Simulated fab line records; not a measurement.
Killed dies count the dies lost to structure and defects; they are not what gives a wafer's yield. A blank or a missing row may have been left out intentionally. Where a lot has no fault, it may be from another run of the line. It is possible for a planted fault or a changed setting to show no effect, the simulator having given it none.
A lot that was struck, set against a sound lot	flow sky130	31 steps out of a route of 708
Sound: the wafers L198.1, L198.5, L198.6. Struck: wafer L208.5; the same lot's L208.6 was not struck, so it is left out; see the end for the cause.
Order at every step that has rows: each side's tool, ch and its chambers, its first start. Under that, the readings that differ: sound wafers	struck wafers	difference of the means	sigmas: that difference in standard deviations of wafers without a fault.
alike: words and numbers the same on both sides, and readings whose means are apart by under 2 such deviations; not compared: readings that were withheld, readings missing a value for some wafer, numbers with overlapping values and no deviation given by the record, and bounds like >300 which may hide the same value.
A row with sigmas, a row that says differs or no value, or rows on one side alone: a step with any of these is where the two part. When numbers do not overlap yet have no deviation, they are printed without sigmas and do not part them. Lack of a reading on every wafer of one side parts them only where that side has two or more wafers.

SKY_LI_CONTACT_OVL_MEAS_13:
  sound on overlay-02 at day 31 05:05; struck on overlay-01 at day 34 23:17
  alike: LI_CONTACT_OVL
then, 1 step without rows for these wafers: SKY_LI_CONTACT_ETCH_14 (etches BARC in N2/H2, stops on SiO2, time 45.9 s, target depth 60 nm).
SKY_LI_CONTACT_ETCH_15: etches PSG in C4F8/O2/Ar, stops on Si, target depth 600 nm.
  sound on rie_diel-03 ch 0,1, day 31 05:10; struck on rie_diel-02 ch 3, day 34 23:23
  alike: oes_product_au
then, 3 steps without rows for these wafers: SKY_LI_CONTACT_STRIP_16 (strips in O2/N2); SKY_LI_CONTACT_CLEAN_17 (cleans in NMP, time 600 s); SKY_LI_CONTACT_PRE_CLEAN_18 (time 5.6 s).
SKY_LI_CONTACT_SPUTTER_19: material Ti, target thk 20 nm, time 106.37 s.
  sound on pvd_sputter-04 at day 31 05:33; struck on pvd_sputter-02 at day 34 23:46
reading	sound	struck	difference	sigmas
throttle_valve_pct (%)	27.6 28.9 27.7	31.6	+3.5	+3
  alike: substrate_temp_c
then, 1 step without rows for these wafers: SKY_LI_CONTACT_SPUTTER_20 (material TiN, target thk 20 nm, time 80 s).
SKY_LI_CONTACT_CVD_21: deposits W, target thk 400 nm, time 120.56 s.
  sound on cvd_w-01 ch 0,1, day 31 05:41; struck on cvd_w-01 ch 0, day 34 23:57
  alike: heater_power_w
SKY_LI_CONTACT_RS_MEAS_22: the measuring method here is four-point-probe.
  sound on film_metro-01 at day 31 05:49; struck on film_metro-03 at day 35 00:04
  alike: LI_CONTACT_W_RS
SKY_LI_CONTACT_THK_MEAS_23: measures by xrf.
  sound on film_metro-01 at day 31 05:56; struck on film_metro-03 at day 35 00:09
  alike: LI_CONTACT_W_THK
then, 1 step without rows for these wafers: SKY_LI_CONTACT_CMP_24 (polishes, stops on PSG, t overpolish 20 s, target thk 0 nm).
SKY_LOCAL_INTERCONNECT_SPUTTER_00: material TiN, target thk 100 nm, time 83.3 s.
  sound on pvd_sputter-04 at day 31 06:17; struck on pvd_sputter-04 at day 35 00:31
reading	sound	struck	difference	sigmas
model.TiN_of_LOCAL_INTERCONNECT_SPUTTER_00.thk_nm (nm)	101.6 101.9 101.5	105.7	+4.0	
  alike: substrate_temp_c, throttle_valve_pct
SKY_LOCAL_INTERCONNECT_RS_MEAS_01: the measuring method here is four-point-probe.
  sound on film_metro-04 at day 31 06:21; struck on film_metro-01 at day 35 00:37
reading	sound	struck	difference	sigmas
LOCAL_INTERCONNECT_TIN_RS (ohm/sq)	13.92 13.85 13.94	13.37	-0.53	-4
SKY_LOCAL_INTERCONNECT_THK_MEAS_02: measures by xrf.
  sound on film_metro-04 at day 31 06:28; struck on film_metro-01 at day 35 00:42
reading	sound	struck	difference	sigmas
LOCAL_INTERCONNECT_TIN_THK (nm)	100.4 100.3 100.0	104.4	+4.2	+4
then, 8 steps without rows for these wafers: SKY_LOCAL_INTERCONNECT_DEHYDRATE_03 (time 60 s); SKY_LOCAL_INTERCONNECT_HMDS_04 (prime time 60 s); SKY_LOCAL_INTERCONNECT_COAT_05 (resist thk 60 nm); SKY_LOCAL_INTERCONNECT_COAT_06 (resist thk 450 nm); SKY_LOCAL_INTERCONNECT_SOFTBAKE_07 (time 90 s); SKY_LOCAL_INTERCONNECT_EXPOSE_08 (exposes mask LI1M, target cd 170 nm); SKY_LOCAL_INTERCONNECT_PEB_09; SKY_LOCAL_INTERCONNECT_DEVELOP_10 (develop time 60 s).
SKY_LOCAL_INTERCONNECT_CD_MEAS_11: the cd target is 170 nm.
  sound on cd_sem-02 at day 32 09:34; struck on cd_sem-02 at day 36 02:30
  alike: cd_nm
SKY_LOCAL_INTERCONNECT_OVL_MEAS_12:
  sound on overlay-02 at day 32 09:41; struck on overlay-02 at day 36 02:34
  alike: LOCAL_INTERCONNECT_OVL
SKY_LOCAL_INTERCONNECT_ETCH_13: etches BARC in N2/H2, stops on SiO2, time 45.9 s, target depth 60 nm.
  sound on rie_metal-01 ch 0,1, day 32 09:43; struck on rie_metal-03 ch 0, day 36 02:37
  alike: drypump_motor_current_A, he_backside_leak_sccm, oes_product_au, throttle_valve_pct
  not compared: rf_hours_counter_h
SKY_LOCAL_INTERCONNECT_METAL_ETCH_14: etches TiN in Cl2/BCl3, stops on PSG, target depth 110 nm, time 31.4 s.
  sound on rie_metal-01 ch 0,1, day 32 09:47; struck on rie_metal-03 ch 0, day 36 02:40
reading	sound	struck	difference	sigmas
oes_product_au (a.u.)	0.944 0.948 0.947	0.980	+0.034	+5
  alike: drypump_motor_current_A, he_backside_leak_sccm, throttle_valve_pct
  not compared: rf_hours_counter_h
SKY_LOCAL_INTERCONNECT_STRIP_15: strips in O2/N2.
  sound on plasma_asher-01 ch 0,1, day 32 09:50; struck on plasma_asher-04 ch 0, day 36 02:46
reading	sound	struck	difference	sigmas
oes_product_au (a.u.)	0.424 0.424 0.425	0.434	+0.010	+2
  alike: drypump_motor_current_A, strip_time_to_endpoint_s
  not compared: rf_hours_counter_h
SKY_LOCAL_INTERCONNECT_STRIP_16: strips in post etch residue remover, time 1200 s.
  sound on wet_bench-03 ch 1, day 32 09:56; struck on wet_bench-03 ch 2, day 36 02:47
reading	sound	struck	difference	sigmas
model.TiN_of_LOCAL_INTERCONNECT_SPUTTER_00.thk_nm (nm)	101.2 101.5 101	105.3	+4.1	
then, 1 step without rows for these wafers: SKY_LOCAL_INTERCONNECT_CLEAN_17 (cleans in IPA, time 180 s).
-- here the record skips 14 days between the struck wafers' starts before and after, leaving off in module LOCAL_INTERCONNECT and picking up in module PAD_OPEN (first step shown: number 708 of the route) --
SKY_PAD_OPEN_PROBE_99:
  sound on prober-01 at day 47 04:17; struck on prober-02 at day 49 21:41
reading	sound	struck	difference	sigmas
model.etest.res_li.line_ohm_um	74.44 73.87 74.78	70.46	-3.90	
model.etest.res_li.rs_ohm_sq	12.58 12.65 12.64	12.09	-0.53	
  alike: killed_at_M0_to_M3, killed_at_M4_up, killed_at_contacts, killed_at_front_end, killed_at_other, killed_dies, killed_open, killed_short

== WHERE THEY PART ==
Last at SKY_LOCAL_INTERCONNECT_STRIP_15 as far as this record goes, first at SKY_LI_CONTACT_SPUTTER_19. Later steps at which nothing parts them and some readings are alike: SKY_PAD_OPEN_PROBE_99.

WHY: what the simulator had put in
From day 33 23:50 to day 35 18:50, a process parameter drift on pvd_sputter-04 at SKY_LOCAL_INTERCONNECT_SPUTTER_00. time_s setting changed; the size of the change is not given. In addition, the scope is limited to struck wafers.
